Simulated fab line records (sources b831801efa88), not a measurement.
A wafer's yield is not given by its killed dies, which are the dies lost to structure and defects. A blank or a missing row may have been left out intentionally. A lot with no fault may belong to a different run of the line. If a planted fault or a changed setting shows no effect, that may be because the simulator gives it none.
fab line records -- flow sky130
[record] lots = 7, wafers = 19, last_day = 49
route steps=708 shown FIELD_ISO@1 PAD_OPEN@708
lots untouched by any fault: they come from a run of this same line in which no faults occurred
start_h: hours from the record's first day to the start of the lot's first wafer shown -- wait_h: time in hours since the lot's previous step -- " same as the row above -- L1.1+2: several wafers, shown together as one row -- - either no value or no given start -- * or withheld: withheld -- < > ~ a bound
route shown NAME@n: names a module that has steps shown in the file, with the first one's number in the route -- usual: the fault-free wafers' mean and standard deviation -- same: alike in all rows -- chamber/n: place in a boat -- sites: each site's reading -- _std_site: their standard deviation -- _edge_site: outer sites' mean less inner sites' -- radius_mm: how far each site lies from the wafer's centre -- mask NAME#n: copy n -- behind: the most recent tool/chamber to have shaped the wafer -- hold: cause of the lot's hold/its duration in hours/its outcome -- device: names the non-switching transistor (n, p or np) -- end of line: tests run on the same wafers once the route is complete -- where a step has no rows: the recipe by itself -- killed: dies lost to structure and defects at the first sort, not the wafer's yield -- map: a wafer's dies, x killed, . not, _ none there
set.NAME: the setting the step ran with; set.NAME@STEP: the setting that earlier step ran with -- model.NAME: the simulator's own value behind a step, which no gauge read
a table for each step, a row for each wafer; lots at some steps of the route
services: the hour from which a tool's chamber was out of use, counted from the record's first day as start_h (under 0 if before that day), plus the number of hours and why
[[steps]]
[step SKY_FIELD_ISO_BOW_MEAS_00]
[recipe] mode = bow
[usual] INCOMING_BOW = 0/6.2
lot.wafer,tool,chamber,start_h,wait_h,INCOMING_BOW[um]
L113.1,film_metro-01,-,45.00,-,-9
L113.3,film_metro-01,-,45.00,-,-2
L113.5,film_metro-01,-,45.00,-,-8
L117.1,film_metro-02,-,65.00,-,12
L117.3,film_metro-02,-,65.00,-,1
L117.6,film_metro-02,-,65.00,-,5
L118.4,film_metro-01,-,70.06,-,-12
L118.5,film_metro-01,-,70.06,-,6
L119.3,film_metro-04,-,75.04,-,6
L119.5,film_metro-04,-,75.04,-,-8
L119.6,film_metro-04,-,75.04,-,2
L120.4,film_metro-04,-,80.06,-,1
L120.5,film_metro-04,-,80.06,-,8
L124.2,film_metro-04,-,100.02,-,-1
L124.3,film_metro-04,-,100.02,-,2
L124.4,film_metro-04,-,100.02,-,4
L127.1,film_metro-02,-,115.00,-,0
L127.3,film_metro-02,-,115.00,-,0
L127.5,film_metro-02,-,115.00,-,2
[step SKY_FIELD_ISO_OXIDATION_01]
[recipe] temp_c = 900, ambient = O2, stabilise_s = 600, purge_s = 300, target_thk_a = 120, ox_time_s = 1843
[step SKY_FIELD_ISO_THK_MEAS_02]
[recipe] reads = SiO2_of_FIELD_ISO_OXIDATION_01
[usual] FIELD_ISO_OXIDATION_00_THK = 11.94/0.23
lot.wafer,tool,chamber,start_h,wait_h,FIELD_ISO_OXIDATION_00_THK[nm]
L113.1,film_metro-02,-,46.63,0.0,11.82
L113.3,film_metro-02,-,46.63,0.0,12.17
L113.5,film_metro-02,-,46.63,0.0,12.00
L117.1,film_metro-02,-,71.43,0.0,12.30
L117.3,film_metro-02,-,71.43,0.0,12.43
L117.6,film_metro-02,-,71.43,0.0,12.29
L118.4,film_metro-01,-,74.50,0.0,12.29
L118.5,film_metro-01,-,74.50,0.0,12.46
L119.3,film_metro-02,-,79.94,0.0,11.77
L119.5,film_metro-02,-,79.94,0.0,11.96
L119.6,film_metro-02,-,79.94,0.0,11.98
L120.4,film_metro-02,-,82.44,0.0,11.98
L120.5,film_metro-02,-,82.44,0.0,11.90
L124.2,film_metro-02,-,102.47,0.0,11.82
L124.3,film_metro-02,-,102.47,0.0,11.76
L124.4,film_metro-02,-,102.47,0.0,12.08
L127.1,film_metro-01,-,117.28,0.0,12.24
L127.3,film_metro-01,-,117.28,0.0,12.23
L127.5,film_metro-01,-,117.28,0.0,12.35
[step SKY_FIELD_ISO_CVD_03]
[recipe] material = Si3N4, precursor = DCS/NH3, target_thk_nm = 165, temp_c = 770, time_s = 2830, pressure_mtorr = 250
[step SKY_FIELD_ISO_THK_MEAS_04]
[recipe] reads = Si3N4_of_FIELD_ISO_CVD_03
[usual] FIELD_ISO_CVD_03_THK = 164.5/1.4
lot.wafer,tool,chamber,start_h,wait_h,FIELD_ISO_CVD_03_THK[nm]
L113.1,film_metro-01,-,49.06,0.0,164.6
L113.3,film_metro-01,-,49.06,0.0,164.8
L113.5,film_metro-01,-,49.06,0.0,165.2
L117.1,film_metro-04,-,75.82,0.0,166.3
L117.3,film_metro-04,-,75.82,0.0,166.3
L117.6,film_metro-04,-,75.82,0.0,165.4
L118.4,film_metro-04,-,79.89,0.0,162.6
L118.5,film_metro-04,-,79.89,0.0,163.4
L119.3,film_metro-02,-,84.08,0.0,162.4
L119.5,film_metro-02,-,84.08,0.0,164.6
L119.6,film_metro-02,-,84.08,0.0,164.0
L120.4,film_metro-01,-,85.87,0.0,165.4
L120.5,film_metro-01,-,85.87,0.0,164.8
L124.2,film_metro-04,-,104.32,0.0,162.0
L124.3,film_metro-04,-,104.32,0.0,161.7
L124.4,film_metro-04,-,104.32,0.0,163.3
L127.1,film_metro-04,-,119.13,0.0,164.8
L127.3,film_metro-04,-,119.13,0.0,164.2
L127.5,film_metro-04,-,119.13,0.0,164.9
[step SKY_FIELD_ISO_DEHYDRATE_05]
[recipe] temp_c = 200, time_s = 60
[step SKY_FIELD_ISO_HMDS_06]
[recipe] prime_time_s = 60, prime_temp_c = 120
[step SKY_FIELD_ISO_COAT_07]
[recipe] resist = BARC, temp_c = withheld, time_s = withheld, spin_rpm = 3000, resist_thk_nm = 60
[step SKY_FIELD_ISO_COAT_08]
[recipe] resist = KrF-thick, spin_rpm = 3000, resist_thk_nm = 450
[step SKY_FIELD_ISO_SOFTBAKE_09]
[recipe] temp_c = 100, time_s = 90, resist = KrF-thick
[step SKY_FIELD_ISO_EXPOSE_10]
[recipe] mask_id = FOM, na = 0.68, source_shape = annular, sigma_inner = 0.4, sigma_outer = 0.8, target_cd_nm = 150, dose_mj = 28
lot.wafer,tool,chamber,start_h,wait_h,mask
L113.1+3+5,krf_scanner-02,0,56.20,-,FOM#0
L117.1+3+6,krf_scanner-02,0,83.67,-,FOM#0
L118.4+5,krf_scanner-02,0,88.27,-,FOM#0
L119.3+5+6,krf_scanner-01,0,92.72,-,FOM#0
L120.4+5,krf_scanner-02,0,94.94,-,FOM#0
L124.2+3+4,krf_scanner-02,0,112.92,-,FOM#0
L127.1+3+5,krf_scanner-01,0,129.15,-,FOM#0
[step SKY_FIELD_ISO_PEB_11]
[recipe] peb_temp_c = withheld, peb_time_s = withheld, resist = KrF-thick
[step SKY_FIELD_ISO_DEVELOP_12]
[recipe] develop_time_s = 60, resist = KrF-thick, dev_temp_c = 21
[step SKY_FIELD_ISO_CD_MEAS_13]
[recipe] target_cd_nm = 150
[usual] cd_nm = 150.1/1.5
lot.wafer,tool,chamber,start_h,wait_h,hold,cd_nm
L113.1,cd_sem-01,-,63.32,-,-,149.1
L113.3,cd_sem-01,-,63.32,-,-,149.5
L113.5,cd_sem-01,-,63.32,-,-,150.6
L117.1,cd_sem-02,-,91.76,-,-,148.8
L117.3,cd_sem-02,-,91.76,-,-,149.3
L117.6,cd_sem-02,-,91.76,-,-,149.9
L118.4,cd_sem-01,-,96.88,-,await_dispo/0.2h/release,58.6
L118.5,cd_sem-01,-,96.88,-,await_dispo/0.2h/release,58.6
L118.4,cd_sem-01,-,97.33,0.4,-,58.4
L118.5,cd_sem-01,-,97.33,0.4,-,58.6
L119.3,cd_sem-01,-,101.70,-,-,151.2
L119.5,cd_sem-01,-,101.70,-,-,150.5
L119.6,cd_sem-01,-,101.70,-,-,150.0
L120.4,cd_sem-01,-,103.61,-,await_dispo/0.2h/release,57.8
L120.5,cd_sem-01,-,103.61,-,await_dispo/0.2h/release,60.0
L120.4,cd_sem-01,-,103.90,0.3,-,58.0
L120.5,cd_sem-01,-,103.90,0.3,-,59.7
L124.2,cd_sem-01,-,121.78,-,await_dispo/0.2h/release,148.9
L124.3,cd_sem-01,-,121.78,-,await_dispo/0.2h/release,56.1
L124.4,cd_sem-01,-,121.78,-,await_dispo/0.2h/release,56.3
L124.2,cd_sem-01,-,122.29,0.5,-,148.6
L124.3,cd_sem-01,-,122.29,0.5,-,56.0
L124.4,cd_sem-01,-,122.29,0.5,-,56.2
L127.1,cd_sem-01,-,138.31,-,-,151.3
L127.3,cd_sem-01,-,138.31,-,-,150.5
L127.5,cd_sem-01,-,138.31,-,-,149.6
[step SKY_FIELD_ISO_ETCH_14]
[recipe] chemistry = N2/H2, target = BARC, ion_energy_ev = 200, source_w = 500, bias_w = 100, pressure_mtorr = 30, n2_flow_sccm = 100, h2_flow_sccm = 200, stop_on = SiO2, time_s = 45.9, target_depth_a = 600
[usual] drypump_motor_current_A = 5.6/0.45, oes_product_au = 0.855/0.0047, throttle_valve_pct = 13.224/0.0086
lot.wafer,tool,chamber,start_h,wait_h,hold,drypump_motor_current_A,oes_product_au,rf_hours_counter_h,throttle_valve_pct,model.FIELD_ISO.cd_nm
L113.1,rie_diel-02,1,63.44,0.1,-,5.5,0.855,1,13.219,148
L113.3,rie_diel-02,2,63.44,0.1,-,5.7,0.859,96,13.213,149.2
L113.5,rie_diel-02,3,63.44,0.1,-,5.9,0.847,-,13.222,150.6
L117.1,rie_diel-02,1,91.88,0.1,-,5.5,0.853,1,13.232,148.2
L117.3,rie_diel-02,3,91.88,0.1,-,5.9,0.853,6,13.234,149.6
L117.6,rie_diel-02,1,91.88,0.1,-,5.5,0.853,-,13.214,149
L118.4,rie_diel-04,0,99.26,1.9,await_dispo/1.9h/release,6.3,0.861,121,13.237,59.25
L118.5,rie_diel-04,1,99.26,1.9,await_dispo/1.9h/release,4.7,0.858,-,13.229,59.62
L119.3,rie_diel-04,2,101.78,0.1,-,5.5,0.857,121,13.222,150.9
L119.5,rie_diel-04,1,101.78,0.1,-,4.7,0.864,-,13.216,150.4
L119.6,rie_diel-04,0,101.78,0.1,-,6.3,0.860,-,13.231,149.5
L120.4,rie_diel-04,0,105.91,2.0,await_dispo/2.0h/release,6.2,0.854,122,13.222,58.64
L120.5,rie_diel-04,1,105.91,2.0,await_dispo/2.0h/release,4.7,0.852,-,13.240,59.92
L124.2,rie_diel-01,0,126.65,4.3,await_dispo/4.3h/release,5.2,0.860,96,13.228,149.5
L124.3,rie_diel-01,3,126.65,4.3,await_dispo/4.3h/release,5.9,0.850,1,13.216,56.09
L124.4,rie_diel-01,2,126.65,4.3,await_dispo/4.3h/release,6.2,0.862,15,13.230,56.4
L127.1,rie_diel-02,2,138.43,0.1,-,5.7,0.852,97,13.222,151
L127.3,rie_diel-02,0,138.43,0.1,-,5.2,0.847,74,13.219,149.9
L127.5,rie_diel-02,1,138.43,0.1,-,5.5,0.854,-,13.230,148.7
[step SKY_FIELD_ISO_ETCH_15]
[recipe] chemistry = CHF3/O2, target_depth_nm = 180, stop_on = Si, source_w = 600, bias_w = 200, pressure_mtorr = 40, chf3_flow_sccm = 50, O2_flow_sccm = 5, time_s = 72
[usual] O2_flow_sccm = 4.998/0.016, drypump_motor_current_A = 5.6/0.45, oes_product_au = 0.944/0.0063, throttle_valve_pct = 8.844/0.0098
lot.wafer,tool,chamber,start_h,wait_h,O2_flow_sccm,drypump_motor_current_A,oes_product_au,rf_hours_counter_h,throttle_valve_pct
L113.1,rie_diel-02,1,63.49,0.0,4.974,5.5,0.945,1,8.863
L113.3,rie_diel-02,2,63.49,0.0,5.006,5.7,0.955,96,8.843
L113.5,rie_diel-02,3,63.49,0.0,4.974,5.9,0.940,-,8.861
L117.1,rie_diel-02,1,91.92,0.0,4.995,5.5,0.955,1,8.853
L117.3,rie_diel-02,3,91.92,0.0,4.994,5.8,0.947,6,8.830
L117.6,rie_diel-02,1,91.92,0.0,4.970,5.5,0.950,-,8.851
L118.4,rie_diel-04,0,99.30,0.0,4.987,6.3,0.934,121,8.852
L118.5,rie_diel-04,1,99.30,0.0,4.990,4.8,0.942,-,8.833
L119.3,rie_diel-04,2,101.82,0.0,5.032,5.5,0.927,121,8.853
L119.5,rie_diel-04,1,101.82,0.0,5.004,4.8,0.947,-,8.847
L119.6,rie_diel-04,0,101.82,0.0,5.024,6.3,0.939,-,8.846
L120.4,rie_diel-04,0,105.96,0.0,5.016,6.3,0.948,122,8.833
L120.5,rie_diel-04,1,105.96,0.0,5.001,4.7,0.942,-,8.856
L124.2,rie_diel-01,0,126.69,0.0,5.019,5.3,0.933,96,8.831
L124.3,rie_diel-01,3,126.69,0.0,4.984,5.9,0.936,1,8.842
L124.4,rie_diel-01,2,126.69,0.0,4.997,6.2,0.934,15,8.840
L127.1,rie_diel-02,2,138.47,0.0,5.023,5.7,0.944,97,8.846
L127.3,rie_diel-02,0,138.47,0.0,4.990,5.2,0.941,74,8.830
L127.5,rie_diel-02,1,138.47,0.0,4.990,5.5,0.945,-,8.852
[step SKY_FIELD_ISO_STRIP_16]
[recipe] chemistry = O2/N2, power_w = 1400, pressure_mtorr = 1500, platen_temp_c = withheld, o2_flow_sccm = 3000, n2_flow_sccm = 300, overash_fraction = 0.5
[usual] drypump_motor_current_A = 5.5/0.47, oes_product_au = 0.379/0.0047, strip_time_to_endpoint_s = 3.57/0.033
lot.wafer,tool,chamber,start_h,wait_h,drypump_motor_current_A,oes_product_au,rf_hours_counter_h,strip_time_to_endpoint_s
L113.1,plasma_asher-02,1,63.54,0.0,5.6,0.376,26,3.51
L113.3,plasma_asher-02,1,63.54,0.0,5.6,0.380,-,3.55
L113.5,plasma_asher-02,1,63.54,0.0,5.6,0.376,-,3.51
L117.1,plasma_asher-01,1,91.98,0.0,5.5,0.381,40,3.53
L117.3,plasma_asher-01,1,91.98,0.0,5.4,0.381,-,3.54
L117.6,plasma_asher-01,0,91.98,0.0,5.2,0.381,-,3.54
L118.4,plasma_asher-03,1,99.39,0.1,5.4,0.378,-,3.53
L118.5,plasma_asher-03,1,99.39,0.1,5.4,0.377,-,3.57
L119.3,plasma_asher-01,0,101.91,0.1,5.2,0.377,-,3.57
L119.5,plasma_asher-01,0,101.91,0.1,5.2,0.382,-,3.54
L119.6,plasma_asher-01,1,101.91,0.1,5.4,0.369,-,3.54
L120.4,plasma_asher-02,0,106.05,0.1,4.9,0.381,-,3.54
L120.5,plasma_asher-02,1,106.05,0.1,5.6,0.388,-,3.57
L124.2,plasma_asher-02,1,126.75,0.0,5.6,0.373,33,3.53
L124.3,plasma_asher-02,1,126.75,0.0,5.6,0.375,-,3.60
L124.4,plasma_asher-02,0,126.75,0.0,4.9,0.375,-,3.52
L127.1,plasma_asher-03,1,138.53,0.0,5.4,0.383,45,3.56
L127.3,plasma_asher-03,0,138.53,0.0,6.4,0.378,-,3.60
L127.5,plasma_asher-03,1,138.53,0.0,5.4,0.374,-,3.55
[step SKY_FIELD_ISO_ETCH_17]
[recipe] target_depth_a = 3420, mask_material = Si3N4, chemistry = HBr/Cl2/O2, target = Si, taper_deg = 5, icp_w = 600, bias_w = 150, pressure_mtorr = 15, HBr_flow_sccm = 150, Cl2_flow_sccm = 40, O2_flow_sccm = 6, time_s = 97.7
[usual] O2_flow_sccm = 6.000/0.018, drypump_motor_current_A = 5.6/0.69, oes_product_au = 1.004/0.011, throttle_valve_pct = 25.653/0.011
lot.wafer,tool,chamber,start_h,wait_h,O2_flow_sccm,drypump_motor_current_A,oes_product_au,rf_hours_counter_h,throttle_valve_pct,model.FIELD_ISO.cd_nm
L113.1,rie_si-01,3,63.64,0.1,5.968,5.3,0.987,82,25.654,148
L113.3,rie_si-01,1,63.64,0.1,5.989,6.8,1.003,2,25.653,148.1
L113.5,rie_si-01,3,63.64,0.1,5.981,5.3,0.984,-,25.679,151.6
L117.1,rie_si-01,1,92.08,0.1,6.007,6.7,0.995,2,25.664,148.8
L117.3,rie_si-01,2,92.08,0.1,6.001,5.0,1.002,49,25.655,150.1
L117.6,rie_si-01,1,92.08,0.1,6.017,6.7,1.001,-,25.650,148.7
L118.4,rie_si-02,0,99.46,0.0,5.980,4.7,1.013,73,25.642,58.32
L118.5,rie_si-02,0,99.46,0.0,6.001,4.7,0.998,-,25.662,60.08
L119.3,rie_si-02,3,101.98,0.0,6.041,6.5,0.997,34,25.650,151.3
L119.5,rie_si-02,3,101.98,0.0,6.024,6.4,1.009,-,25.653,151.5
L119.6,rie_si-02,2,101.98,0.0,6.008,5.1,1.019,-,25.646,148.1
L120.4,rie_si-01,3,106.15,0.1,6.006,5.3,0.989,-,25.661,58.5
L120.5,rie_si-01,2,106.15,0.1,5.982,5.0,1.006,-,25.655,60.97
L124.2,rie_si-02,2,126.85,0.1,6.005,5.1,1.019,11,25.636,150.3
L124.3,rie_si-02,3,126.85,0.1,5.982,6.4,0.997,35,25.653,54.89
L124.4,rie_si-02,0,126.85,0.1,5.998,4.7,1.001,73,25.652,56.73
L127.1,rie_si-01,0,138.63,0.1,6.014,5.4,1.005,44,25.653,150.1
L127.3,rie_si-01,3,138.63,0.1,5.987,5.3,0.980,83,25.682,150.5
L127.5,rie_si-01,1,138.63,0.1,5.991,6.7,1.001,-,25.660,148.4
[step SKY_FIELD_ISO_WET_ETCH_18]
[recipe] chemistry = H3PO4, target_depth_nm = 25, temp_c = 160, target = Si3N4, time_s = 286
[step SKY_PAD_OPEN_PROBE_99]
[usual] killed_at_M0_to_M3 = 42/7.1, killed_at_M4_up = 3.3/1.9, killed_at_contacts = 24/5, killed_at_front_end = 15/4.7, killed_at_other = 0.3/0.61, killed_dies = 86/9.6, killed_on_rim = 17/3.8, killed_open = 47/7.5, killed_short = 38/6.6
[same] gross_dies = 492, killed_at_back_side = 0
lot.wafer,tool,chamber,start_h,wait_h,hold,killed_at_M0_to_M3,killed_at_M4_up,killed_at_contacts,killed_at_front_end,killed_at_other,killed_dies,killed_on_rim,killed_open,killed_short
L113.1,prober-02,-,1124.34,0.1,-,32,0,25,10,0,67,10,44,23
L113.3,prober-02,-,1124.44,0.2,-,34,1,23,16,0,74,12,44,30
L113.5,prober-02,-,1124.54,0.2,-,45,3,28,12,1,89,22,49,39
L117.1,prober-01,-,1149.09,0.1,-,55,4,14,18,0,91,14,42,49
L117.3,prober-01,-,1149.19,0.2,-,40,3,28,13,0,84,14,39,45
L117.6,prober-01,-,1149.34,0.2,-,51,3,16,10,0,80,20,47,33
L118.4,prober-02,-,1151.17,0.2,await_dispo/4.0h/release,51,8,25,408,0,492,96,56,42
L118.5,prober-02,-,1151.22,0.2,await_dispo/4.0h/release,34,7,21,429,1,492,96,36,39
L119.3,prober-01,-,1157.15,0.2,-,45,4,29,20,0,98,22,49,49
L119.5,prober-01,-,1157.25,0.2,-,37,1,24,12,0,74,16,40,34
L119.6,prober-01,-,1157.30,0.2,-,48,2,22,12,0,84,21,45,38
L120.4,prober-02,-,1162.72,0.2,await_dispo/4.5h/release,63,4,27,398,0,492,96,60,45
L120.5,prober-02,-,1162.77,0.2,await_dispo/4.5h/release,54,3,27,407,1,492,96,56,43
L124.2,prober-02,-,1179.30,0.1,await_dispo/10.7h/release,43,3,21,27,0,94,15,52,42
L124.3,prober-02,-,1179.35,0.2,await_dispo/10.7h/release,60,3,27,402,0,492,96,70,36
L124.4,prober-02,-,1179.40,0.2,await_dispo/10.7h/release,39,0,35,417,1,492,96,56,45
L127.1,prober-01,-,1187.08,0.1,-,35,5,22,11,0,73,14,36,37
L127.3,prober-01,-,1187.18,0.2,-,45,7,20,12,0,84,20,44,40
L127.5,prober-01,-,1187.28,0.2,-,28,3,16,13,0,60,13,29,31
// killed by level:class
L113.1 CONTACT:geometric_particle:open=9 VIA3:geometric_particle:open=8 LI_CONTACT:geometric_particle:open=7 VIA1:geometric_particle:open=6 LOCAL_INTERCONNECT:geometric_particle:short=5 FIELD_ISO:geometric_particle:open=3 VIA2:geometric_particle:short=3 POLY_GATE:geometric_particle:open=3
L113.3 CONTACT:geometric_particle:open=10 FIELD_ISO:geometric_particle:short=7 VIA1:geometric_particle:open=7 VIA3:geometric_particle:open=6 FIELD_ISO:geometric_particle:open=5 VIA2:geometric_particle:short=5 LI_CONTACT:geometric_particle:open=5 VIA2:geometric_particle:open=3
L113.5 LI_CONTACT:geometric_particle:open=10 VIA2:geometric_particle:open=9 VIA1:geometric_particle:open=9 CONTACT:geometric_particle:open=7 LI_CONTACT:geometric_particle:short=5 VIA1:geometric_particle:short=5 METAL1:geometric_particle:short=5 VIA3:geometric_particle:open=5
L117.1 VIA2:geometric_particle:open=13 VIA1:geometric_particle:short=8 METAL2:geometric_particle:short=8 METAL1:geometric_particle:short=5 VIA1:geometric_particle:open=5 FIELD_ISO:geometric_particle:short=4 SPACER:geometric_particle:open=4 LOCAL_INTERCONNECT:geometric_particle:short=4
L117.3 CONTACT:geometric_particle:short=9 CONTACT:geometric_particle:open=8 VIA1:geometric_particle:open=8 METAL2:geometric_particle:short=7 METAL1:geometric_particle:short=6 VIA2:geometric_particle:open=5 LI_CONTACT:geometric_particle:short=4 LI_CONTACT:geometric_particle:open=4
L117.6 VIA1:geometric_particle:open=15 VIA2:geometric_particle:open=7 CONTACT:geometric_particle:open=6 METAL2:geometric_particle:short=6 VIA3:geometric_particle:open=5 LI_CONTACT:geometric_particle:open=4 CONTACT:geometric_particle:short=4 VIA1:geometric_particle:short=4
L118.4 FIELD_ISO:area_expose=394 VIA1:geometric_particle:open=13 VIA2:geometric_particle:open=9 CONTACT:geometric_particle:open=8 LI_CONTACT:geometric_particle:open=7 VIA3:geometric_particle:open=7 CONTACT:geometric_particle:short=6 METAL3:geometric_particle:short=5
L118.5 FIELD_ISO:area_expose=417 CONTACT:geometric_particle:open=10 VIA2:geometric_particle:open=8 CONTACT:geometric_particle:short=7 VIA1:geometric_particle:open=7 FIELD_ISO:geometric_particle:short=6 METAL4:geometric_particle:short=6 VIA1:geometric_particle:short=5
L119.3 VIA1:geometric_particle:open=10 CONTACT:geometric_particle:open=9 VIA3:geometric_particle:open=9 VIA3:geometric_particle:short=8 FIELD_ISO:geometric_particle:open=6 CONTACT:geometric_particle:short=6 FIELD_ISO:geometric_particle:short=5 LI_CONTACT:geometric_particle:open=5
L119.5 VIA1:geometric_particle:open=11 CONTACT:geometric_particle:open=7 VIA3:geometric_particle:open=7 LI_CONTACT:geometric_particle:open=5 LI_CONTACT:geometric_particle:short=5 CONTACT:geometric_particle:short=4 VIA2:geometric_particle:open=4 SPACER:geometric_particle:short=3
L119.6 VIA1:geometric_particle:open=11 CONTACT:geometric_particle:open=10 METAL3:geometric_particle:short=7 METAL1:geometric_particle:short=7 VIA2:geometric_particle:short=6 VIA2:geometric_particle:open=6 FIELD_ISO:geometric_particle:open=5 POLY_GATE:geometric_particle:open=4
L120.4 FIELD_ISO:area_expose=385 VIA1:geometric_particle:open=20 LI_CONTACT:geometric_particle:open=8 VIA2:geometric_particle:open=8 CONTACT:geometric_particle:open=8 VIA2:geometric_particle:short=6 FIELD_ISO:geometric_particle:open=5 FIELD_ISO:geometric_particle:short=5
L120.5 FIELD_ISO:area_expose=393 VIA1:geometric_particle:open=16 LI_CONTACT:geometric_particle:open=10 METAL2:geometric_particle:short=8 CONTACT:geometric_particle:open=7 FIELD_ISO:geometric_particle:short=6 VIA2:geometric_particle:open=6 VIA3:geometric_particle:open=6
L124.2 VIA1:geometric_particle:open=10 VIA3:geometric_particle:open=10 FIELD_ISO:geometric_particle:open=8 CONTACT:geometric_particle:open=8 FIELD_ISO:geometric_particle:short=6 POLY_GATE:geometric_particle:open=5 POLY_GATE:geometric_particle:short=5 METAL2:geometric_particle:short=5
L124.3 FIELD_ISO:area_expose=386 VIA1:geometric_particle:open=16 CONTACT:geometric_particle:open=11 LI_CONTACT:geometric_particle:open=9 VIA3:geometric_particle:open=9 VIA2:geometric_particle:open=7 METAL2:geometric_particle:short=6 FIELD_ISO:geometric_particle:open=5
L124.4 FIELD_ISO:area_expose=391 LI_CONTACT:geometric_particle:open=11 CONTACT:geometric_particle:open=9 METAL2:geometric_particle:short=9 VIA1:geometric_particle:open=7 CONTACT:geometric_particle:short=6 FIELD_ISO:geometric_particle:short=5 POLY_GATE:geometric_particle:open=5
L127.1 CONTACT:geometric_particle:open=11 METAL1:geometric_particle:short=8 LI_CONTACT:geometric_particle:open=6 VIA1:geometric_particle:open=6 VIA1:geometric_particle:short=5 METAL4:geometric_particle:short=5 METAL2:geometric_particle:short=5 VIA2:geometric_particle:open=4
L127.3 VIA1:geometric_particle:open=10 METAL4:geometric_particle:short=6 LI_CONTACT:geometric_particle:open=6 CONTACT:geometric_particle:open=5 VIA1:geometric_particle:short=5 METAL2:geometric_particle:short=5 VIA2:geometric_particle:short=5 VIA2:geometric_particle:open=5
L127.5 LI_CONTACT:geometric_particle:open=7 CONTACT:geometric_particle:open=6 VIA3:geometric_particle:open=5 POLY_GATE:geometric_particle:short=4 VIA1:geometric_particle:open=4 METAL2:geometric_particle:short=4 METAL3:geometric_particle:short=4 POLY_GATE:geometric_particle:open=3
// map L118.4 (x killed, . not)
__________xxxxxxxxxx_________
________xxxxxxxxxxxxxx_______
______xxxxxxxxxxxxxxxxxx_____
_____xxxxxxxxxxxxxxxxxxxx____
____xxxxxxxxxxxxxxxxxxxxxx___
___xxxxxxxxxxxxxxxxxxxxxxxx__
__xxxxxxxxxxxxxxxxxxxxxxxxxx_
_xxxxxxxxxxxxxxxxxxxxxxxxxxxx
_xxxxxxxxxxxxxxxxxxxxxxxxxxxx
_xxxxxxxxxxxxxxxxxxxxxxxxxxxx
_xxxxxxxxxxxxxxxxxxxxxxxxxxxx
_xxxxxxxxxxxxxxxxxxxxxxxxxxxx
_xxxxxxxxxxxxxxxxxxxxxxxxxxxx
_xxxxxxxxxxxxxxxxxxxxxxxxxxxx
_xxxxxxxxxxxxxxxxxxxxxxxxxxxx
__xxxxxxxxxxxxxxxxxxxxxxxxxx_
___xxxxxxxxxxxxxxxxxxxxxxxx__
____xxxxxxxxxxxxxxxxxxxxxx___
_____xxxxxxxxxxxxxxxxxxxx____
______xxxxxxxxxxxxxxxxxx_____
________xxxxxxxxxxxxxx_______
__________xxxxxxxxxx_________
// map L120.4 (x killed, . not)
__________xxxxxxxxxx_________
________xxxxxxxxxxxxxx_______
______xxxxxxxxxxxxxxxxxx_____
_____xxxxxxxxxxxxxxxxxxxx____
____xxxxxxxxxxxxxxxxxxxxxx___
___xxxxxxxxxxxxxxxxxxxxxxxx__
__xxxxxxxxxxxxxxxxxxxxxxxxxx_
_xxxxxxxxxxxxxxxxxxxxxxxxxxxx
_xxxxxxxxxxxxxxxxxxxxxxxxxxxx
_xxxxxxxxxxxxxxxxxxxxxxxxxxxx
_xxxxxxxxxxxxxxxxxxxxxxxxxxxx
_xxxxxxxxxxxxxxxxxxxxxxxxxxxx
_xxxxxxxxxxxxxxxxxxxxxxxxxxxx
_xxxxxxxxxxxxxxxxxxxxxxxxxxxx
_xxxxxxxxxxxxxxxxxxxxxxxxxxxx
__xxxxxxxxxxxxxxxxxxxxxxxxxx_
___xxxxxxxxxxxxxxxxxxxxxxxx__
____xxxxxxxxxxxxxxxxxxxxxx___
_____xxxxxxxxxxxxxxxxxxxx____
______xxxxxxxxxxxxxxxxxx_____
________xxxxxxxxxxxxxx_______
__________xxxxxxxxxx_________
[[services]]
tool,chamber,start_h,hours,kind
krf_scanner-02,-,34.65,0.8,pm
rie_diel-02,-,35.41,0.9,repair
rie_diel-01,3,45.96,61.3,repair
krf_scanner-01,0,63.63,-,calibration
krf_scanner-01,-,74.06,2.2,repair
plasma_asher-01,-,76.29,4.3,pm
plasma_asher-03,-,78.19,18.8,pm
rie_diel-01,0,78.79,21.6,repair
rie_diel-04,3,79.64,9.3,repair
rie_diel-04,2,86.14,2.6,repair
rie_si-01,2,92.60,3.9,repair
rie_diel-01,1,94.53,3.9,repair
rie_si-01,1,101.27,8.5,repair
krf_scanner-01,-,121.80,4.4,pm
krf_scanner-01,-,131.55,0.8,pm
krf_scanner-01,-,133.73,1.0,pm
plasma_asher-01,-,135.99,4.5,repair
krf_scanner-02,-,136.44,1.0,pm
[[key]]
[first_sign] step = SKY_FIELD_ISO_CD_MEAS_13, reading = visit, direction = added
[effect] step = SKY_FIELD_ISO_CD_MEAS_13, reading = cd_nm, direction = down, sigmas = 61, usual = 150.1, struck = 57.9
[effect] step = SKY_PAD_OPEN_PROBE_99, reading = killed_at_front_end, direction = up, sigmas = 83, usual = 15, struck = 410
[model_effect] step = SKY_FIELD_ISO_ETCH_14, value = FIELD_ISO.cd_nm, without = 149.9, struck = 58.32
[model_effect] step = SKY_FIELD_ISO_ETCH_17, value = FIELD_ISO.cd_nm, without = 149.9, struck = 58.25
[more_kills_born_at] SKY_FIELD_ISO_EXPOSE_10@krf_scanner-02 = 2366
met_at SKY_FIELD_ISO_EXPOSE_10
struck_wafers L118.4,L118.5,L120.4,L120.5,L124.3,L124.4
later_rows_left_out L118.4,L118.5,L120.4,L120.5,L124.3,L124.4
tester_left_out L118,L120,L124
onset_between 83.67 88.27
[fault] kind = process_parameter_drift, tool = krf_scanner-02, chamber = -, onset_h = 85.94, steps = SKY_FIELD_ISO_EXPOSE_10, channel = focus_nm, offset = 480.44, shape = step, end_h = 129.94, scope = struck_wafers_only
// tester_left_out: of these lots the tester's yield and bins aren't shown, on N5 and GAA mostly nor the transistor test; their killed dies are dies lost to structure and defects alone, not to doping, threshold or leakage, so they don't give the yield
// later_rows_left_out: the simulator's readings of these wafers behind a module that went badly wrong aren't trusted and aren't shown, but for the sort
